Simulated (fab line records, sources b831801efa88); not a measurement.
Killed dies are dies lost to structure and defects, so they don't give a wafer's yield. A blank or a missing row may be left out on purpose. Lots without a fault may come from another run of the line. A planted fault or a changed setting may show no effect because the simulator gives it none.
Split-lot experiment | flow sky130 | 5 lots, 23 wafers read, on a route of 708 steps

THE SPLIT
At SKY_VIA1_ETCH_14 (etches BARC in N2/H2, stops on SiO2, time 45.9 s, target depth 60 nm), the setting time_s was moved away from the recipe's 45.9 s on 9 of the 23 wafers read, by -6.6% to +9.3%. The other wafers ran this setting at the recipe's value.

The reading is taken at the split's own step.

THE READING
oes_product_au, in a.u., at SKY_VIA1_ETCH_14 (etches BARC in N2/H2, stops on SiO2, time 45.9 s, target depth 60 nm). Fault-free wafers of this fab line usually give 0.855 a.u., standard deviation 0.0045 a.u..

wafer  | tool, chamber at the split | time_s as run, s | against the recipe | oes_product_au, a.u. | against lot-mates on the recipe
L074.1 | rie_diel-03, 2             | 44.13            | -3.9%              | 0.876                | +0.026
L074.2 | rie_diel-03, 1             | 45.9             | recipe             | 0.850                | -
L074.3 | rie_diel-03, 3             | 45.9             | recipe             | 0.853                | -
L074.4 | rie_diel-03, 0             | 44.13            | -3.9%              | 0.878                | +0.028
L074.5 | rie_diel-03, 3             | 45.9             | recipe             | 0.846                | -
L075.1 | rie_diel-03, 0             | 45.9             | recipe             | 0.853                | -
L075.2 | rie_diel-03, 3             | 42.89            | -6.6%              | 0.891                | +0.038
L075.3 | rie_diel-03, 1             | 42.89            | -6.6%              | 0.891                | +0.038
L075.4 | rie_diel-03, 2             | 45.9             | recipe             | 0.855                | -
L075.5 | rie_diel-03, 3             | 45.9             | recipe             | 0.851                | -
L077.1 | rie_diel-03, 3             | 47.89            | +4.3%              | 0.844                | -0.013
L077.2 | rie_diel-03, 2             | 47.89            | +4.3%              | 0.842                | -0.015
L077.3 | rie_diel-03, 1             | 45.9             | recipe             | 0.862                | -
L077.5 | rie_diel-03, 2             | 45.9             | recipe             | 0.854                | -
L077.6 | rie_diel-03, 1             | 45.9             | recipe             | 0.856                | -
L078.3 | rie_diel-03, 0             | 45.9             | recipe             | 0.855                | -
L078.4 | rie_diel-03, 2             | 45.9             | recipe             | 0.853                | -
L078.5 | rie_diel-03, 1             | 45.9             | recipe             | 0.855                | -
L080.1 | rie_diel-04, 0             | 45.9             | recipe             | 0.858                | -
L080.2 | rie_diel-04, 3             | 45.9             | recipe             | 0.856                | -
L080.3 | rie_diel-04, 1             | 50.19            | +9.3%              | 0.838                | -0.019
L080.4 | rie_diel-04, 2             | 50.19            | +9.3%              | 0.846                | -0.011
L080.5 | rie_diel-04, 1             | 50.19            | +9.3%              | 0.827                | -0.030

THE FIT
A straight line over all 23 wafers: oes_product_au changes by -0.00313 a.u. for each +1% of time_s; r = -0.88; the points scatter about the line by 0.0076 a.u..
The same after taking each lot's own level away (the mean of its wafers on the recipe; 23 wafers): -0.00352 a.u. for each +1%; r = -0.90; scatter 0.0075 a.u..
On that fit, the largest move of time_s shifts the reading by 0.033 a.u..
The lots' own levels span 0.8497 to 0.8573 a.u., that is 1.7 times the standard deviation above.
So the lot-to-lot level changes the slope: the two fits differ.
Check: with one of the wafers moved furthest among these (+9.3%) left out of the fit, the line predicts -0.0315 a.u. for it against its lot-mates. It came out at -0.019 a.u. against them.
Tool readings at the split's step, against how far the setting was moved: oes_product_au r = -0.88.

OTHER SPLITS ON THESE WAFERS
These wafers also went through other splits before the reading. Each is held against what the fit with the lots' levels taken away leaves over:
other split on the same wafers | wafers away from the commonest value | r with oes_product_au (lot level and that fit taken away)
SKY_METAL1_SPUTTER_04 time_s   | 10                                   | +0.21
SKY_METAL1_ETCH_18 time_s      | 10                                   | -0.10

THE FILE'S OWN FIT
oes_product_au changes by -0.00369 a.u. for each +1% of time_s, r = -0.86.
